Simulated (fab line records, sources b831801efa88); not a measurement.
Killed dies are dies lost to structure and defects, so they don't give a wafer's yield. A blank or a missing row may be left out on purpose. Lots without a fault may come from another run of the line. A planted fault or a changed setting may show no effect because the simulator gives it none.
fab line records | flow sky130
record lots=5 wafers=15 last_day=49
route steps=708 shown VIA2@513 METAL3@532 CAPM@537
lots that met no fault: from a run of the same line without faults
start_h: hours from the record's first day to the start of the lot's first wafer shown | wait_h: hours since the lot's step before | " the same as in the row above | L1.1+2: a row that stands for several wafers | - no value, or no start given | * or withheld: withheld | < > ~ a bound
route shown NAME@n: a module of which the file shows steps, and the number in the route of the first | usual: mean/standard deviation of fault-free wafers | same: alike in all rows | chamber/n: place in a boat | sites: the reading at each site | _std_site: their standard deviation | _edge_site: outer sites' mean less inner sites' | radius_mm: how far each site lies from the wafer's centre | mask NAME#n: copy n | behind: the tool/chamber that last shaped the wafer | hold: why the lot was held/for how many hours/how that ended | device: the transistor (n, p or np) that didn't switch | end of line: the same wafers' tests at the end of the route | a step without rows: its recipe alone | killed: dies lost to structure and defects at the first sort, not the wafer's yield | map: a wafer's dies, x killed, . not, _ none there
set.NAME: the setting as run; set.NAME@STEP: as run at that earlier step | model.NAME: the simulator's own value behind a step, which no gauge read
lots at some steps of the route; a table a step, a row a wafer
services: from which hour (start_h, from the record's first day; less than 0 if before it) a tool's chamber was out of use, for how many hours, and why
## steps
# step SKY_VIA2_COAT_06
# recipe resist=BARC temp_c=withheld time_s=withheld spin_rpm=3000 resist_thk_nm=60
# usual chill_plate_temp_C=* exhaust_pa=45.1/0.88
# columns lot.wafer tool chamber start_h wait_h chill_plate_temp_C exhaust_pa
L083.2 litho_track-03 0 895.64 0.1 * 44.7
L083.4 " 0 " " * 43.1
L083.5 " 0 " " * 44.5
L087.2 litho_track-02 0 928.05 0.1 * 44.5
L087.3 " 0 " " * 44.8
L087.5 " 0 " " * 44.1
L088.1 litho_track-03 0 938.76 0.1 * 43.9
L088.2 " 0 " " * 44.2
L088.3 " 0 " " * 43.5
L090.3 litho_track-02 0 948.88 0.1 * 43.9
L090.4 " 0 " " * 45.5
L090.6 " 0 " " * 46.0
L091.2 litho_track-03 0 953.69 0.1 * 44.6
L091.4 " 0 " " * 45.2
L091.5 " 0 " " * 45.6
# step SKY_VIA2_COAT_07
# recipe resist=KrF-thick spin_rpm=3000 resist_thk_nm=450
# usual chill_plate_temp_C=22.99/0.091 exhaust_pa=44.9/0.85
# columns lot.wafer tool chamber start_h wait_h chill_plate_temp_C exhaust_pa
L083.2 litho_track-03 0 - - 22.94 45.7
L083.4 " 0 " " 22.98 45.4
L083.5 " 0 " " 22.97 43.5
L087.2 litho_track-02 0 - - 22.96 45.0
L087.3 " 0 " " 23.01 44.4
L087.5 " 0 " " 23.01 45.1
L088.1 litho_track-03 0 - - 22.81 46.1
L088.2 " 0 " " 23.03 44.9
L088.3 " 0 " " 22.76 45.7
L090.3 litho_track-02 0 - - 22.91 44.0
L090.4 " 0 " " 23.12 45.4
L090.6 " 0 " " 23.00 45.1
L091.2 litho_track-03 0 - - 23.01 44.1
L091.4 " 0 " " 23.04 43.8
L091.5 " 0 " " 22.94 44.0
# step SKY_VIA2_SOFTBAKE_08
# recipe temp_c=100 time_s=90 resist=KrF-thick
# usual chill_plate_temp_C=23.00/0.11 exhaust_pa=45.2/0.9
# columns lot.wafer tool chamber start_h wait_h chill_plate_temp_C exhaust_pa
L083.2 litho_track-03 0 - - 22.83 44.2
L083.4 " 0 " " 22.74 46.2
L083.5 " 0 " " 22.85 43.2
L087.2 litho_track-02 0 - - 22.88 44.0
L087.3 " 0 " " 22.85 44.3
L087.5 " 0 " " 22.94 45.9
L088.1 litho_track-03 0 - - 23.01 45.4
L088.2 " 0 " " 22.90 45.4
L088.3 " 0 " " 22.98 45.8
L090.3 litho_track-02 0 - - 23.03 45.8
L090.4 " 0 " " 22.90 45.5
L090.6 " 0 " " 22.97 45.1
L091.2 litho_track-03 0 - - 23.13 45.8
L091.4 " 0 " " 23.18 45.7
L091.5 " 0 " " 23.29 46.6
# step SKY_VIA2_EXPOSE_09
# recipe mask_id=VIM2 na=0.8 source_shape=annular sigma_inner=0.55 sigma_outer=0.85 target_cd_nm=200 dose_mj=38
# columns lot.wafer tool chamber start_h wait_h mask
L083.2+4+5 krf_scanner-01 0 - - VIM2#0
L087.2+3+5 krf_scanner-01 0 - - VIM2#0
L088.1+2+3 krf_scanner-02 0 - - VIM2#0
L090.3+4+6 krf_scanner-01 0 - - VIM2#0
L091.2+4+5 krf_scanner-01 0 - - VIM2#0
# step SKY_VIA2_PEB_10
# recipe peb_temp_c=withheld peb_time_s=withheld resist=KrF-thick
# usual chill_plate_temp_C=* exhaust_pa=44.9/0.95
# columns lot.wafer tool chamber start_h wait_h chill_plate_temp_C exhaust_pa
L083.2 litho_track-03 0 - - * 45.3
L083.4 " 0 " " * 46.2
L083.5 " 0 " " * 44.4
L087.2 litho_track-04 0 - - * 46.3
L087.3 " 0 " " * 45.2
L087.5 " 0 " " * 44.8
L088.1 litho_track-03 0 - - * 45.3
L088.2 " 0 " " * 44.2
L088.3 " 0 " " * 43.4
L090.3 litho_track-03 0 - - * 45.1
L090.4 " 0 " " * 47.2
L090.6 " 0 " " * 45.7
L091.2 litho_track-03 0 - - * 44.7
L091.4 " 0 " " * 44.4
L091.5 " 0 " " * 44.9
# step SKY_VIA2_DEVELOP_11
# recipe develop_time_s=60 resist=KrF-thick dev_temp_c=21
# usual chill_plate_temp_C=23.01/0.11 exhaust_pa=44.8/0.83
# columns lot.wafer tool chamber start_h wait_h chill_plate_temp_C exhaust_pa
L083.2 litho_track-03 0 - - 23.09 46.5
L083.4 " 0 " " 23.07 44.3
L083.5 " 0 " " 22.99 45.5
L087.2 litho_track-04 0 - - 22.97 46.1
L087.3 " 0 " " 23.00 44.7
L087.5 " 0 " " 23.01 45.1
L088.1 litho_track-03 0 - - 23.11 45.9
L088.2 " 0 " " 22.99 46.7
L088.3 " 0 " " 22.99 45.4
L090.3 litho_track-03 0 - - 23.17 44.7
L090.4 " 0 " " 22.99 44.9
L090.6 " 0 " " 23.07 45.3
L091.2 litho_track-03 0 - - 22.96 44.1
L091.4 " 0 " " 22.94 44.3
L091.5 " 0 " " 23.06 44.8
# step SKY_VIA2_CD_MEAS_12
# recipe target_cd_nm=200
# usual cd_nm=199.6/1.6
# columns lot.wafer tool chamber start_h wait_h cd_nm
L083.2 cd_sem-02 - 908.73 - 199.1
L083.4 " - " " 197.6
L083.5 " - " " 198.6
L087.2 cd_sem-01 - 941.58 - 203.5
L087.3 " - " " 202.6
L087.5 " - " " 202.4
L088.1 cd_sem-02 - 951.26 - 197.7
L088.2 " - " " 197.1
L088.3 " - " " 197.6
L090.3 cd_sem-02 - 961.60 - 197.4
L090.4 " - " " 197.4
L090.6 " - " " 198.8
L091.2 cd_sem-02 - 966.48 - 197.7
L091.4 " - " " 199.0
L091.5 " - " " 198.6
# step SKY_VIA2_OVL_MEAS_13
# usual VIA2_OVL=3/5.4
# columns lot.wafer tool chamber start_h wait_h VIA2_OVL[nm]
L083.2 overlay-02 - 908.84 0.1 -2
L083.4 " - " " -1
L083.5 " - " " -5
L087.2 overlay-01 - 941.69 0.1 8
L087.3 " - " " 7
L087.5 " - " " 3
L088.1 overlay-02 - 951.38 0.1 -7
L088.2 " - " " -1
L088.3 " - " " -3
L090.3 overlay-01 - 961.69 0.1 8
L090.4 " - " " -1
L090.6 " - " " 3
L091.2 overlay-02 - 966.59 0.1 -1
L091.4 " - " " 0
L091.5 " - " " -1
# step SKY_VIA2_ETCH_14
# recipe chemistry=N2/H2 target=BARC ion_energy_ev=200 source_w=500 bias_w=100 pressure_mtorr=30 n2_flow_sccm=100 h2_flow_sccm=200 stop_on=SiO2 time_s=45.9 target_depth_a=600
# usual drypump_motor_current_A=5.5/0.45 oes_product_au=0.854/0.0051 throttle_valve_pct=13.225/0.0098
# columns lot.wafer tool chamber start_h wait_h drypump_motor_current_A oes_product_au rf_hours_counter_h throttle_valve_pct
L083.2 rie_diel-03 3 908.87 0.0 4.9 0.855 20 13.215
L083.4 " 2 " " 5.4 0.853 - 13.253
L083.5 " 0 " " 6.0 0.858 - 13.224
L087.2 rie_diel-04 3 941.72 0.0 5.2 0.861 11 13.225
L087.3 " 0 " " 5.7 0.857 6 13.217
L087.5 " 3 " " 5.2 0.853 - 13.235
L088.1 rie_diel-03 3 951.42 0.0 4.9 0.839 21 13.224
L088.2 " 2 " " 5.4 0.857 21 13.227
L088.3 " 1 " " 5.8 0.854 22 13.208
L090.3 rie_diel-03 2 961.72 0.0 5.4 0.852 21 13.224
L090.4 " 2 " " 5.4 0.859 - 13.213
L090.6 " 3 " " 4.9 0.861 - 13.214
L091.2 rie_diel-03 3 966.62 0.0 4.9 0.854 21 13.235
L091.4 " 1 " " 5.8 0.855 - 13.239
L091.5 " 3 " " 4.9 0.854 - 13.234
# step SKY_VIA2_ETCH_15
# recipe target=SiO2 chemistry=C4F8/O2/Ar target_depth_nm=546 stop_on=TiN mask_material=KrF-thick source_w=1500 bias_w=1200 pressure_mtorr=40 c4f8_flow_sccm=withheld O2_flow_sccm=6 Ar_flow_sccm=300 time_s=84
# usual oes_product_au=0.939/0.0044
# columns lot.wafer tool chamber start_h wait_h oes_product_au rf_hours_counter_h
L083.2 rie_diel-03 3 908.91 0.0 0.951 20
L083.4 " 2 " " 0.944 -
L083.5 " 0 " " 0.947 -
L087.2 rie_diel-04 3 941.76 0.0 0.947 11
L087.3 " 0 " " 0.940 6
L087.5 " 3 " " 0.933 -
L088.1 rie_diel-03 3 951.46 0.0 0.933 21
L088.2 " 2 " " 0.940 21
L088.3 " 1 " " 0.946 22
L090.3 rie_diel-03 2 961.76 0.0 0.938 21
L090.4 " 2 " " 0.935 -
L090.6 " 3 " " 0.942 -
L091.2 rie_diel-03 3 966.66 0.0 0.931 22
L091.4 " 1 " " 0.939 -
L091.5 " 3 " " 0.936 -
# step SKY_VIA2_STRIP_16
# recipe chemistry=O2/N2 power_w=1400 pressure_mtorr=1500 platen_temp_c=withheld o2_flow_sccm=3000 n2_flow_sccm=300 overash_fraction=0.5
# usual drypump_motor_current_A=5.6/0.38 oes_product_au=0.399/0.005 strip_time_to_endpoint_s=4.037/0.029
# columns lot.wafer tool chamber start_h wait_h drypump_motor_current_A oes_product_au rf_hours_counter_h strip_time_to_endpoint_s
L083.2 plasma_asher-03 1 908.97 0.0 5.7 0.399 48 4.036
L083.4 " 0 " " 5.1 0.403 - 4.019
L083.5 " 1 " " 5.7 0.401 - 3.968
L087.2 plasma_asher-01 1 941.82 0.0 5.8 0.404 83 4.067
L087.3 " 0 " " 5.0 0.404 - 4.063
L087.5 " 1 " " 5.8 0.398 - 4.040
L088.1 plasma_asher-01 0 951.52 0.0 4.9 0.398 84 4.060
L088.2 " 1 " " 5.8 0.385 84 4.043
L088.3 " 1 " " 5.8 0.397 - 4.026
L090.3 plasma_asher-03 0 961.86 0.1 5.1 0.395 - 4.029
L090.4 " 1 " " 5.7 0.400 - 4.049
L090.6 " 1 " " 5.7 0.397 - 4.051
L091.2 plasma_asher-04 1 966.72 0.0 5.8 0.406 17 4.031
L091.4 " 1 " " 5.8 0.404 - 4.012
L091.5 " 1 " " 5.8 0.401 - 4.032
# step SKY_VIA2_STRIP_17
# recipe chemistry=post_etch_residue_remover time_s=1200 temp_c=72.5
# columns lot.wafer tool chamber start_h wait_h
L083.2+4+5 wet_bench-01 3 909.07 0.1
L087.2+3+5 wet_bench-02 0 941.92 0.1
L088.1+2+3 wet_bench-01 3 951.62 0.1
L090.3+4+6 wet_bench-03 2 961.92 0.0
L091.2+4+5 wet_bench-03 3 966.82 0.1
# step SKY_VIA2_CLEAN_18
# recipe chemistry=IPA time_s=180 temp_c=25
# columns lot.wafer tool chamber start_h wait_h
L083.2+4+5 wet_bench-02 3 909.41 0.0
L087.2+3+5 wet_bench-01 1 942.27 0.0
L088.1+2+3 wet_bench-03 0 951.96 0.0
L090.3+4+6 wet_bench-02 1 962.26 0.0
L091.2+4+5 wet_bench-02 2 967.16 0.0
# step SKY_VIA2_CLEAN_19
# recipe chemistry=O3/DIW dry=n2_spin
# columns lot.wafer tool chamber start_h wait_h
L083.2+4+5 wet_bench-03 3 909.47 0.0
L087.2+3+5 wet_bench-02 2 942.38 0.0
L088.1+2+3 wet_bench-01 2 952.03 0.0
L090.3+4+6 wet_bench-01 3 962.32 0.0
L091.2+4+5 wet_bench-01 3 967.22 0.0
# step SKY_VIA2_SPUTTER_20
# recipe material=TiN target_thk_nm=20 chamber_pressure_pa=5 power_w=4000 time_s=80
# usual cathode_dc_power_W=4000.0/0.74 throttle_valve_pct=30.6/1
# columns lot.wafer tool chamber start_h wait_h cathode_dc_power_W throttle_valve_pct
L083.2 pvd_sputter-04 - 909.56 0.0 4000.1 30.6
L083.4 " - " " 4000.2 29.7
L083.5 " - " " 4001.6 29.4
L087.2 pvd_sputter-04 - 942.47 0.0 4000.1 30.6
L087.3 " - " " 4000.8 29.6
L087.5 " - " " 3999.1 32.4
L088.1 pvd_sputter-04 - 952.12 0.0 4000.2 30.7
L088.2 " - " " 4001.3 29.4
L088.3 " - " " 4000.6 29.8
L090.3 pvd_sputter-03 - 962.41 0.0 4000.7 29.0
L090.4 " - " " 4000.0 32.0
L090.6 " - " " 4001.4 31.2
L091.2 pvd_sputter-01 - 967.31 0.0 4000.2 31.0
L091.4 " - " " 3999.8 31.0
L091.5 " - " " 3999.7 31.2
# step SKY_VIA2_CVD_21
# recipe material=W target_thk_nm=420 time_s=126.4 temp_c=400 pressure_torr=40
# usual chamber_pressure_Torr=39.99/0.089 heater_power_w=810/88
# columns lot.wafer tool chamber start_h wait_h chamber_pressure_Torr heater_power_w
L083.2 cvd_w-02 1 909.63 0.0 39.93 727
L083.4 " 0 " " 40.11 783
L083.5 " 0 " " 39.88 770
L087.2 cvd_w-02 1 942.54 0.0 39.90 702
L087.3 " 0 " " 39.83 747
L087.5 " 1 " " 39.93 695
L088.1 cvd_w-01 1 952.18 0.0 39.97 898
L088.2 " 0 " " 40.06 883
L088.3 " 0 " " 39.96 865
L090.3 cvd_w-02 0 962.52 0.1 39.95 792
L090.4 " 1 " " 40.08 724
L090.6 " 1 " " 40.13 716
L091.2 cvd_w-01 0 967.38 0.0 39.92 899
L091.4 " 1 " " 39.98 879
L091.5 " 1 " " 39.90 893
# step SKY_VIA2_RS_MEAS_22
# recipe thk_meas_gauge=four-point-probe reads=W_of_VIA2_CVD_21+TiN_of_VIA2_SPUTTER_20
# usual VIA2_W_RS=0.2721/0.0027
# columns lot.wafer tool chamber start_h wait_h VIA2_W_RS[ohm/sq]
L083.2 film_metro-04 - 909.78 0.1 0.2705
L083.4 " - " " 0.2706
L083.5 " - " " 0.2702
L087.2 film_metro-02 - 942.69 0.1 0.2650
L087.3 " - " " 0.2668
L087.5 " - " " 0.2696
L088.1 film_metro-04 - 952.31 0.1 0.2673
L088.2 " - " " 0.2726
L088.3 " - " " 0.2740
L090.3 film_metro-02 - 962.65 0.1 0.2758
L090.4 " - " " 0.2763
L090.6 " - " " 0.2716
L091.2 film_metro-03 - 967.53 0.1 0.2771
L091.4 " - " " 0.2706
L091.5 " - " " 0.2687
# step SKY_VIA2_THK_MEAS_23
# recipe thk_meas_gauge=xrf reads=W_of_VIA2_CVD_21
# usual VIA2_W_THK=430/7.2
# columns lot.wafer tool chamber start_h wait_h VIA2_W_THK[nm]
L083.2 film_metro-04 - 909.89 0.1 429
L083.4 " - " " 432
L083.5 " - " " 428
L087.2 film_metro-02 - 942.80 0.1 435
L087.3 " - " " 431
L087.5 " - " " 429
L088.1 film_metro-04 - 952.43 0.1 429
L088.2 " - " " 417
L088.3 " - " " 417
L090.3 film_metro-02 - 962.75 0.1 425
L090.4 " - " " 422
L090.6 " - " " 430
L091.2 film_metro-03 - 967.64 0.1 428
L091.4 " - " " 438
L091.5 " - " " 443
# step SKY_VIA2_CMP_24
# recipe stop_on=SiO2 t_overpolish_s=20 down_force_psi=3.5 platen_rpm=60 target_thk_nm=0 pad_velocity_m_s=0.94248
# usual motor_current_A=11.4/1.3 overpolish_run_s=19.999/0.0092 retaining_ring_pressure_frac=1.001/0.005 time_to_endpoint_s=101/3.6
# columns lot.wafer tool chamber start_h wait_h motor_current_A overpolish_run_s retaining_ring_pressure_frac time_to_endpoint_s
L083.4 cmp-02 3 909.94 0.0 11.2 19.997 1.002 102
L083.2 " 1 " " 9.7 20.008 1.006 102
L083.5 " 0 " " 10.2 19.990 1.002 100
L087.2 cmp-02 0 942.93 0.1 10.9 19.999 1.005 101
L087.3 " 2 " " 13.8 20.001 0.998 101
L087.5 " 0 " " 10.3 20.003 1.001 103
L088.2 cmp-02 2 952.49 0.0 13.2 19.979 0.995 99
L088.3 " 3 " " 11.3 20.001 0.999 101
L088.1 " 1 " " 10.2 20.008 1.004 104
L090.4 cmp-02 0 962.79 0.0 10.1 19.989 0.999 101
L090.3 " 2 " " 13.8 19.994 1.001 99
L090.6 " 1 " " 10.5 19.999 1.003 108
L091.2 cmp-02 0 967.79 0.1 10.4 20.011 0.999 98
L091.4 " 1 " " 10.2 20.004 1.000 106
L091.5 " 2 " " 14.0 19.995 1.005 101
# step SKY_METAL3_SPUTTER_00
# recipe material=Ti target_thk_nm=15 power_w=3000 time_s=10 chamber_pressure_pa=0.4
# usual cathode_dc_power_W=3000.0/0.59 throttle_valve_pct=30.3/1.1
# columns lot.wafer tool chamber start_h wait_h cathode_dc_power_W throttle_valve_pct
L083.2 pvd_sputter-03 - 910.24 0.1 2998.6 31.1
L083.4 " - " " 3000.1 28.9
L083.5 " - " " 2999.7 32.2
L087.2 pvd_sputter-03 - 943.18 0.2 2999.5 31.4
L087.3 " - " " 2999.7 29.1
L087.5 " - " " 3000.9 29.7
L088.1 pvd_sputter-03 - 952.79 0.1 3000.6 32.1
L088.2 " - " " 2999.3 28.8
L088.3 " - " " 3000.7 31.0
L090.3 pvd_sputter-02 - 963.09 0.1 3000.0 29.8
L090.4 " - " " 3000.5 31.0
L090.6 " - " " 3000.0 29.6
L091.2 pvd_sputter-02 - 967.99 0.1 3000.3 30.9
L091.4 " - " " 3000.4 29.7
L091.5 " - " " 3000.3 31.4
# step SKY_METAL3_SPUTTER_01
# recipe material=TiN target_thk_nm=20 power_w=6500 time_s=16.7 chamber_pressure_pa=0.4
# usual cathode_dc_power_W=6499.8/1.2 throttle_valve_pct=30.2/1.1
# columns lot.wafer tool chamber start_h wait_h cathode_dc_power_W throttle_valve_pct
L083.2 pvd_sputter-03 - 910.26 0.0 6499.6 31.1
L083.4 " - " " 6498.7 29.0
L083.5 " - " " 6499.2 31.8
L087.2 pvd_sputter-03 - 943.20 0.0 6499.1 31.3
L087.3 " - " " 6500.4 29.0
L087.5 " - " " 6499.1 29.7
L088.1 pvd_sputter-03 - 952.81 0.0 6499.5 32.0
L088.2 " - " " 6498.4 28.7
L088.3 " - " " 6499.1 31.0
L090.3 pvd_sputter-02 - 963.11 0.0 6498.9 29.9
L090.4 " - " " 6501.3 31.4
L090.6 " - " " 6498.6 29.7
L091.2 pvd_sputter-02 - 968.01 0.0 6499.1 31.3
L091.4 " - " " 6501.0 29.9
L091.5 " - " " 6498.9 31.2
# step SKY_METAL3_SPUTTER_02
# recipe material=AlCu target_thk_nm=735 power_w=10600 time_s=39.1 chamber_pressure_pa=0.4
# usual cathode_dc_power_W=10600/1.9 throttle_valve_pct=30.3/1.1
# columns lot.wafer tool chamber start_h wait_h cathode_dc_power_W throttle_valve_pct
L083.2 pvd_sputter-03 - 910.28 0.0 10602 31.3
L083.4 " - " " 10603 29.1
L083.5 " - " " 10602 32.2
L087.2 pvd_sputter-03 - 943.23 0.0 10598 31.3
L087.3 " - " " 10600 29.0
L087.5 " - " " 10601 29.5
L088.1 pvd_sputter-03 - 952.84 0.0 10601 31.8
L088.2 " - " " 10601 28.9
L088.3 " - " " 10600 31.0
L090.3 pvd_sputter-02 - 963.13 0.0 10601 29.8
L090.4 " - " " 10603 31.1
L090.6 " - " " 10599 29.8
L091.2 pvd_sputter-02 - 968.03 0.0 10602 31.3
L091.4 " - " " 10600 30.0
L091.5 " - " " 10600 31.2
# step SKY_METAL3_SPUTTER_03
# recipe material=Ti target_thk_nm=5 power_w=3000 time_s=3.3 chamber_pressure_pa=0.4
# usual cathode_dc_power_W=3000.0/0.55 throttle_valve_pct=30.3/1.1
# columns lot.wafer tool chamber start_h wait_h cathode_dc_power_W throttle_valve_pct
L083.2 pvd_sputter-03 - 910.32 0.0 3000.8 31.2
L083.4 " - " " 2999.2 28.9
L083.5 " - " " 3000.0 32.1
L087.2 pvd_sputter-03 - 943.26 0.0 3000.0 31.4
L087.3 " - " " 3000.2 29.1
L087.5 " - " " 2999.5 29.6
L088.1 pvd_sputter-03 - 952.88 0.0 2999.5 31.9
L088.2 " - " " 3000.0 28.8
L088.3 " - " " 3000.6 31.0
L090.3 pvd_sputter-02 - 963.17 0.0 2999.7 29.7
L090.4 " - " " 3000.1 31.5
L090.6 " - " " 3000.6 29.7
L091.2 pvd_sputter-02 - 968.07 0.0 2999.6 31.0
L091.4 " - " " 3000.0 30.2
L091.5 " - " " 2999.7 31.2
# step SKY_METAL3_SPUTTER_04
# recipe material=TiN target_thk_nm=70 power_w=6500 time_s=58.3 chamber_pressure_pa=0.4
# usual cathode_dc_power_W=6500.2/1.2 throttle_valve_pct=30.2/1.1
# columns lot.wafer tool chamber start_h wait_h cathode_dc_power_W throttle_valve_pct
L083.2 pvd_sputter-03 - 910.34 0.0 6500.2 31.3
L083.4 " - " " 6500.5 29.0
L083.5 " - " " 6503.3 32.1
L087.2 pvd_sputter-03 - 943.28 0.0 6500.2 31.1
L087.3 " - " " 6500.5 28.9
L087.5 " - " " 6499.8 29.5
L088.1 pvd_sputter-03 - 952.90 0.0 6500.9 32.2
L088.2 " - " " 6501.0 28.7
L088.3 " - " " 6500.8 31.5
L090.3 pvd_sputter-02 - 963.19 0.0 6500.6 29.8
L090.4 " - " " 6500.9 31.0
L090.6 " - " " 6498.3 29.7
L091.2 pvd_sputter-02 - 968.09 0.0 6498.3 31.2
L091.4 " - " " 6501.3 30.2
L091.5 " - " " 6501.0 31.3
# step SKY_CAPM_CVD_00
# recipe material=SiO2 target_thk_nm=15.5 temp_c=400 time_s=withheld rf_w=450
# usual heater_power_w=697/100
# columns lot.wafer tool chamber start_h wait_h heater_power_w
L083.2 pecvd-01 0 910.39 0.0 741
L083.4 " 1 " " 673
L083.5 " 0 " " 758
L087.2 pecvd-01 0 943.33 0.0 735
L087.3 " 2 " " 601
L087.5 " 1 " " 683
L088.1 pecvd-01 0 952.95 0.0 702
L088.2 " 1 " " 683
L088.3 " 2 " " 648
L090.3 pecvd-03 2 963.24 0.0 742
L090.4 " 0 " " 925
L090.6 " 1 " " 609
L091.2 pecvd-02 0 968.14 0.0 558
L091.4 " 1 " " 807
L091.5 " 0 " " 544
# step SKY_CAPM_THK_MEAS_01
# recipe reads=SiO2_of_CAPM_CVD_00
# usual CAPM_CVD_00_THK=15.49/0.26
# columns lot.wafer tool chamber start_h wait_h CAPM_CVD_00_THK[nm]
L083.2 film_metro-03 - 910.42 - 15.41
L083.4 " - " " 15.72
L083.5 " - " " 15.43
L087.2 film_metro-03 - 943.36 - 15.36
L087.3 " - " " 15.46
L087.5 " - " " 15.97
L088.1 film_metro-03 - 952.97 - 15.26
L088.2 " - " " 15.49
L088.3 " - " " 14.98
L090.3 film_metro-03 - 963.28 - 15.52
L090.4 " - " " 15.95
L090.6 " - " " 15.69
L091.2 film_metro-01 - 968.17 - 15.32
L091.4 " - " " 15.14
L091.5 " - " " 15.50
# step SKY_CAPM_SPUTTER_02
# recipe material=TiN target_thk_nm=200 temp_c=300 power_w=6500 time_s=166.7 chamber_pressure_pa=0.4
# usual cathode_dc_power_W=6499.9/1.2 throttle_valve_pct=30.4/1.2
# columns lot.wafer tool chamber start_h wait_h cathode_dc_power_W throttle_valve_pct
L083.2 pvd_sputter-04 - 910.47 0.0 6500.5 29.3
L083.4 " - " " 6500.0 30.5
L083.5 " - " " 6498.1 29.5
L087.2 pvd_sputter-04 - 943.41 0.0 6502.2 29.8
L087.3 " - " " 6502.3 30.7
L087.5 " - " " 6499.9 29.7
L088.1 pvd_sputter-04 - 953.03 0.1 6499.1 29.7
L088.2 " - " " 6499.6 29.4
L088.3 " - " " 6499.1 30.8
L090.3 pvd_sputter-03 - 963.32 0.0 6501.1 29.6
L090.4 " - " " 6501.5 29.0
L090.6 " - " " 6499.8 29.6
L091.2 pvd_sputter-04 - 968.22 0.0 6500.5 32.3
L091.4 " - " " 6499.1 29.2
L091.5 " - " " 6499.0 30.7
# step SKY_CAPM_RS_MEAS_03
# recipe thk_meas_gauge=four-point-probe reads=TiN_of_CAPM_SPUTTER_02
# usual CAPM_TIN_RS=6.88/0.082
# columns lot.wafer tool chamber start_h wait_h CAPM_TIN_RS[ohm/sq]
L083.2 film_metro-01 - 910.60 0.1 6.79
L083.4 " - " " 6.82
L083.5 " - " " 6.81
L087.2 film_metro-01 - 943.54 0.1 6.87
L087.3 " - " " 6.84
L087.5 " - " " 6.89
L088.1 film_metro-01 - 953.14 0.1 6.89
L088.2 " - " " 6.89
L088.3 " - " " 6.82
L090.3 film_metro-04 - 963.47 0.1 6.92
L090.4 " - " " 6.81
L090.6 " - " " 6.92
L091.2 film_metro-03 - 968.35 0.1 6.89
L091.4 " - " " 6.93
L091.5 " - " " 6.91
# step SKY_CAPM_THK_MEAS_04
# recipe thk_meas_gauge=xrf reads=TiN_of_CAPM_SPUTTER_02
# usual CAPM_TIN_THK=199.5/2.6
# columns lot.wafer tool chamber start_h wait_h CAPM_TIN_THK[nm]
L083.2 film_metro-01 - 910.71 0.1 201.2
L083.4 " - " " 201.1
L083.5 " - " " 201.3
L087.2 film_metro-01 - 943.65 0.1 200.4
L087.3 " - " " 201.4
L087.5 " - " " 199.8
L088.1 film_metro-01 - 953.26 0.1 199.8
L088.2 " - " " 199.4
L088.3 " - " " 201.1
L090.3 film_metro-04 - 963.57 0.1 197.8
L090.4 " - " " 201.6
L090.6 " - " " 198.9
L091.2 film_metro-03 - 968.46 0.1 199.2
L091.4 " - " " 198.1
L091.5 " - " " 198.0
# step SKY_CAPM_DEHYDRATE_05
# recipe temp_c=200 time_s=60
# usual chill_plate_temp_C=23.01/0.11 exhaust_pa=44.9/0.94
# columns lot.wafer tool chamber start_h wait_h chill_plate_temp_C exhaust_pa
L083.2 litho_track-01 0 922.86 12.1 23.16 44.1
L083.4 " 0 " " 23.25 44.2
L083.5 " 0 " " 23.35 44.3
L087.2 litho_track-01 0 954.96 11.3 22.90 45.4
L087.3 " 0 " " 23.00 45.8
L087.5 " 0 " " 22.84 43.9
L088.1 litho_track-02 0 964.98 11.7 23.01 44.6
L088.2 " 0 " " 23.05 44.1
L088.3 " 0 " " 23.15 42.7
L090.3 litho_track-01 0 974.84 11.3 22.80 45.4
L090.4 " 0 " " 22.81 44.9
L090.6 " 0 " " 22.84 45.7
L091.2 litho_track-04 0 979.54 11.1 22.95 46.8
L091.4 " 0 " " 22.97 45.9
L091.5 " 0 " " 23.08 46.2
# step SKY_CAPM_HMDS_06
# recipe prime_time_s=60 prime_temp_c=120
# usual chill_plate_temp_C=23.02/0.11 exhaust_pa=44.9/0.86
# columns lot.wafer tool chamber start_h wait_h chill_plate_temp_C exhaust_pa
L083.2 litho_track-01 0 923.01 0.1 23.05 42.8
L083.4 " 0 " " 23.05 46.3
L083.5 " 0 " " 23.04 43.5
L087.2 litho_track-01 0 955.11 0.1 23.09 46.2
L087.3 " 0 " " 23.12 44.2
L087.5 " 0 " " 23.17 44.8
L088.1 litho_track-02 0 965.13 0.1 23.09 45.0
L088.2 " 0 " " 22.90 43.5
L088.3 " 0 " " 22.92 45.7
L090.3 litho_track-01 0 974.99 0.1 22.94 45.7
L090.4 " 0 " " 22.81 45.9
L090.6 " 0 " " 22.83 45.6
L091.2 litho_track-04 0 979.69 0.1 23.18 45.0
L091.4 " 0 " " 23.17 46.2
L091.5 " 0 " " 23.03 45.5
# step SKY_CAPM_COAT_07
# recipe resist=NOVOLAK spin_rpm=3000 resist_thk_nm=1140
# usual chill_plate_temp_C=23.01/0.11 exhaust_pa=44.8/0.85
# columns lot.wafer tool chamber start_h wait_h chill_plate_temp_C exhaust_pa
L083.2 litho_track-01 0 923.16 0.1 23.05 44.4
L083.4 " 0 " " 22.93 46.0
L083.5 " 0 " " 23.03 44.4
L087.2 litho_track-01 0 955.26 0.1 23.00 44.2
L087.3 " 0 " " 22.92 44.8
L087.5 " 0 " " 22.98 43.9
L088.1 litho_track-02 0 965.28 0.1 23.06 43.3
L088.2 " 0 " " 23.04 44.1
L088.3 " 0 " " 23.04 45.6
L090.3 litho_track-01 0 975.14 0.1 23.07 45.6
L090.4 " 0 " " 23.12 45.5
L090.6 " 0 " " 23.03 45.1
L091.2 litho_track-04 0 979.84 0.1 22.94 44.3
L091.4 " 0 " " 22.95 46.0
L091.5 " 0 " " 23.00 45.1
## services
# columns tool chamber start_h hours kind
plasma_asher-04 - 874.93 2.8 pm
krf_scanner-02 - 877.11 6.2 repair
plasma_asher-01 - 878.16 2.8 repair
cmp-02 - 883.65 3.6 repair
rie_diel-04 - 885.17 0.2 repair
rie_diel-03 1 885.18 3.6 repair
plasma_asher-04 - 886.86 0.9 repair
plasma_asher-04 - 887.14 0.8 repair
rie_diel-03 1 894.59 16.8 repair
cvd_w-01 - 904.00 14.0 pm
pvd_sputter-02 - 917.59 2.4 repair
rie_diel-04 0 921.37 3.0 repair
rie_diel-04 2 925.24 4.4 repair
pvd_sputter-04 - 929.95 3.3 repair
pecvd-01 2 933.41 2.6 repair
cvd_w-02 - 933.90 1.6 repair
rie_diel-04 2 935.78 6.1 repair
rie_diel-04 3 944.63 1.8 repair
wet_bench-02 - 944.87 4.0 repair
krf_scanner-01 - 948.00 1.0 pm
plasma_asher-01 - 952.51 1.2 repair
rie_diel-03 0 956.95 21.9 repair
cvd_w-01 - 968.79 2.7 repair
cmp-02 - 976.44 0.5 repair
## key
fault none
